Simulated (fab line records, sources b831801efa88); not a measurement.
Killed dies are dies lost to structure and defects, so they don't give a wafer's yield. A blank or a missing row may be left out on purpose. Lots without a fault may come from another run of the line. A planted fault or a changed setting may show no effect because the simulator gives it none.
Which tool did it? | flow gf180mcu | 7 lots, 21 wafers sampled, at 2 steps of a route of 602

WHAT THE GAUGES READ, wafer by wafer
GF_NWELL_TW_MEAS_11.
lot  | measured    | on            | NWELL_TW
L630 | day 4 00:50 | film_metro-03 | 1574 1566 1565
L640 | day 6 06:44 | film_metro-04 | 1821 1832 1835
L642 | day 6 17:13 | film_metro-04 | 1561 1574 1569
L644 | day 7 04:13 | film_metro-02 | 1574 1584 1584
L646 | day 7 15:26 | film_metro-03 | 1575 1573 1578
L648 | day 8 02:50 | film_metro-04 | 1566 1568 1570
L650 | day 8 11:26 | film_metro-04 | 1564 1564 1555

WHICH TOOL RAN EACH LOT (tool, then ch and the chambers of the sampled wafers, then the start)
lot  | GF_DNWELL_COAT_02
L630 | litho_track-01 ch 0, day 3 04:40
L640 | litho_track-02, day 5 07:44
L642 | litho_track-01 ch 0, day 5 17:52
L644 | litho_track-02 ch 0, day 6 03:44
L646 | litho_track-04 ch 0, day 6 15:21
L648 | litho_track-04 ch 0, day 7 02:04
L650 | litho_track-04 ch 0, day 7 11:33
- GF_DNWELL_COAT_02: resist thk 3000 nm.

THE ANSWER, worked out from the rows above alone
Rule: what is usual is taken from the lots themselves. Put in order of their means at a reading, lots are off if they are a third of the lots or fewer, leave a main group of 4 or more, and stand apart from it by a gap of 3 or more times the standard deviation of the main group's means; of several such gaps the widest counts. A main group whose means are all the same, to the digits that the tables above print for the reading, isn't used. A lot without any number at a reading at which 4 lots or more have one is off too. The other lots that the step has rows for count as sound.
Off: L640, at GF_NWELL_TW_MEAS_11 (NWELL_TW). The main group: mean 1570, standard deviation 6.2.
A tool fits if, at a process step before that reading, it ran every lot that is off, and no sound lot after the first of them. The gauges at GF_NWELL_TW_MEAS_11 are tried like those tools. None of those tried fits.

WHAT THE SIMULATOR HAD PUT IN
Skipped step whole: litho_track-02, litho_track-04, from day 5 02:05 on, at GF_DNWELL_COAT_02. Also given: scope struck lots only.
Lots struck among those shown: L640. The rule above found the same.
